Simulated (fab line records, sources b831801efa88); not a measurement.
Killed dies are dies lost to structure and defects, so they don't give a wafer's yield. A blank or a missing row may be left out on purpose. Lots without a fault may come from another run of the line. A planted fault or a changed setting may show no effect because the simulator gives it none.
Tool commonality check | flow gf180mcu | 12 lots, 36 wafers sampled

WHY IT WAS OPENED
At GF_HV_LDD_OVL_MEAS_32 the reading HV_LDD_02_OVL is flagged on 2 of 12 lots. Wafers without a fault read -0.8 nm, standard deviation 1.5.
Rule: a lot is flagged when every wafer of it that has a number lies more than 4 standard deviations from that mean, or none has a number. The other lots count as sound.

lot  | measured     | on         | HV_LDD_02_OVL (nm), wafer by wafer | flag
L543 | day 11 12:01 | overlay-02 | -2.4 -1.0 -1.8                     |
L544 | day 11 21:04 | overlay-02 | -1.7 -4.2 -2.8                     |
L545 | day 12 04:16 | overlay-02 | -1.2 0.7 -0.3                      |
L549 | day 13 18:13 | overlay-02 | 0.9 -0.5 -0.5                      |
L552 | day 15 09:48 | overlay-02 | -1.0 -0.9 -1.2                     |
L555 | day 16 07:47 | overlay-01 | -0.4 -1.5 -0.4                     |
L559 | day 17 06:05 | overlay-02 | 0.9 2.5 0.7                        |
L560 | day 17 09:55 | overlay-01 | -2.5 -1.2 -2.3                     |
L562 | day 17 20:53 | overlay-01 | -93.6 -93.6 -94.1                  | FLAGGED
L563 | day 18 05:40 | overlay-01 | -95.5 -93.7 -94.4                  | FLAGGED
L565 | day 19 01:35 | overlay-02 | 0.5 0.6 0.6                        |
L566 | day 19 04:17 | overlay-01 | 0.5 -1.8 -0.6                      |
The numbers of the flagged lots are -94.2 nm on average: -93.4 nm against the usual, or -62 standard deviations.

WHICH TOOL RAN EACH LOT
The record holds 1 process step before the reading, out of a route of 602 steps. In each cell: the tool, then ch and the chambers that the sampled wafers went through, then the start.
lot  | flag    | GF_HV_LDD_EXPOSE_28
L543 |         | iline_stepper-02 ch 0, day 11 03:28
L544 |         | iline_stepper-02 ch 0, day 11 12:07
L545 |         | iline_stepper-01 ch 0, day 11 19:40
L549 |         | iline_stepper-01 ch 0, day 13 07:29
L552 |         | iline_stepper-01 ch 0, day 14 22:49
L555 |         | iline_stepper-01 ch 0, day 15 20:16
L559 |         | iline_stepper-01 ch 0, day 16 18:22
L560 |         | iline_stepper-02 ch 0, day 16 20:54
L562 | FLAGGED | iline_stepper-02 ch 0, day 17 09:33
L563 | FLAGGED | iline_stepper-02 ch 0, day 17 17:34
L565 |         | iline_stepper-01 ch 0, day 18 14:04
L566 |         | iline_stepper-01 ch 0, day 18 16:02
What these steps do:
- GF_HV_LDD_EXPOSE_28: exposes mask Nplus HV AREA, target cd 400 nm.
- GF_HV_LDD_OVL_MEAS_32

FLAGGED OVER TOTAL, TOOL BY TOOL (the gauges that took the reading come last)
step                  | tool             | lots run | flagged | share of the flagged lots | sound lots run after its first flagged lot
GF_HV_LDD_EXPOSE_28   | iline_stepper-01 | 7        | 0       | none                      | -
GF_HV_LDD_EXPOSE_28   | iline_stepper-02 | 5        | 2       | all                       | 0
GF_HV_LDD_OVL_MEAS_32 | overlay-01       | 5        | 2       | all                       | 1 (L566)
GF_HV_LDD_OVL_MEAS_32 | overlay-02       | 7        | 0       | none                      | -

WHAT THE TABLE ALLOWS
2 rows of the table ran every flagged lot: iline_stepper-02 at GF_HV_LDD_EXPOSE_28, overlay-01 at GF_HV_LDD_OVL_MEAS_32.
- iline_stepper-02 at GF_HV_LDD_EXPOSE_28: 2 of its 5 lots flagged. Its last sound lot is L560 (day 16 20:54), its first flagged lot L562 (day 17 09:33): a fault that began between those two fits.
- overlay-01 at GF_HV_LDD_OVL_MEAS_32: 2 of its 5 lots flagged. Sound lots ran on it after the first flagged one (L566), which a lasting fault on the whole tool wouldn't allow.
One tool is left: iline_stepper-02 at GF_HV_LDD_EXPOSE_28.

WHAT THE SIMULATOR HAD PUT IN
Scanner matching overlay: iline_stepper-02, from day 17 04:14 on, at GF_HV_LDD_EXPOSE_28. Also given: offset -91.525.
Lots struck among those shown: L562, L563. The rule above found the same.
